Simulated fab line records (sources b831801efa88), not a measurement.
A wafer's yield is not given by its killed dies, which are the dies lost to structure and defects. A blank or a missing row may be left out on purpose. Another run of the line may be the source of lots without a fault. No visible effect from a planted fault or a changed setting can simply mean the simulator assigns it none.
Which of the tools did it? || flow gf180mcu || 36 wafers sampled from 12 lots at 1 step of a route of 602

## WHAT THE GAUGES SHOWED, per wafer
GF_V2_THK_MEAS_25: measures by xrf.
{"lot": "L075", "measured": "day 20 16:21", "on": "filmMetro-04", "V2_W_THK (nm)": "347 350 353"}
{"lot": "L077", "measured": "day 21 16:29", "on": "filmMetro-04", "V2_W_THK (nm)": "337 334 335"}
{"lot": "L079", "measured": "day 22 09:45", "on": "filmMetro-01", "V2_W_THK (nm)": "341 341 343"}
{"lot": "L081", "measured": "day 23 05:30", "on": "filmMetro-01", "V2_W_THK (nm)": "333 339 337"}
{"lot": "L083", "measured": "day 24 03:01", "on": "filmMetro-01", "V2_W_THK (nm)": "343 337 341"}
{"lot": "L085", "measured": "day 24 11:23", "on": "filmMetro-01", "V2_W_THK (nm)": "337 337 333"}
{"lot": "L087", "measured": "day 25 06:06", "on": "filmMetro-01", "V2_W_THK (nm)": "336 340 344"}
{"lot": "L089", "measured": "day 25 21:57", "on": "filmMetro-01", "V2_W_THK (nm)": "336 345 348"}
{"lot": "L091", "measured": "day 26 06:38", "on": "filmMetro-01", "V2_W_THK (nm)": "341 343 336"}
{"lot": "L093", "measured": "day 26 23:13", "on": "filmMetro-01", "V2_W_THK (nm)": "341 342 338"}
{"lot": "L095", "measured": "day 27 12:09", "on": "filmMetro-04", "V2_W_THK (nm)": "337 344 340"}
{"lot": "L097", "measured": "day 28 00:14", "on": "filmMetro-01", "V2_W_THK (nm)": "348 343 335"}

## TOOL THAT RAN EACH LOT (tool first, then ch and the chambers of the sampled wafers, then the start)
Record: no process step prior to these readings.

## THE ANSWER, worked out from the rows above alone
Rule: usual is defined by the lots themselves. The widest of any qualifying gaps counts: lots, ordered by their means at a reading, are off when they make up no more than a third of the lots, leave a main group of 4 or more, and stand apart from it by 3 or more times the standard deviation of that group's means. The tables above print the reading to a certain number of digits; a main group whose means all agree to those digits is not used. A lot without any number at a reading at which 4 lots or more have one is off too. All remaining lots with rows at the step are treated as sound.
No lot is off at any reading shown: from this, nothing can be told.

## WHAT THE SIMULATOR HAD INSERTED
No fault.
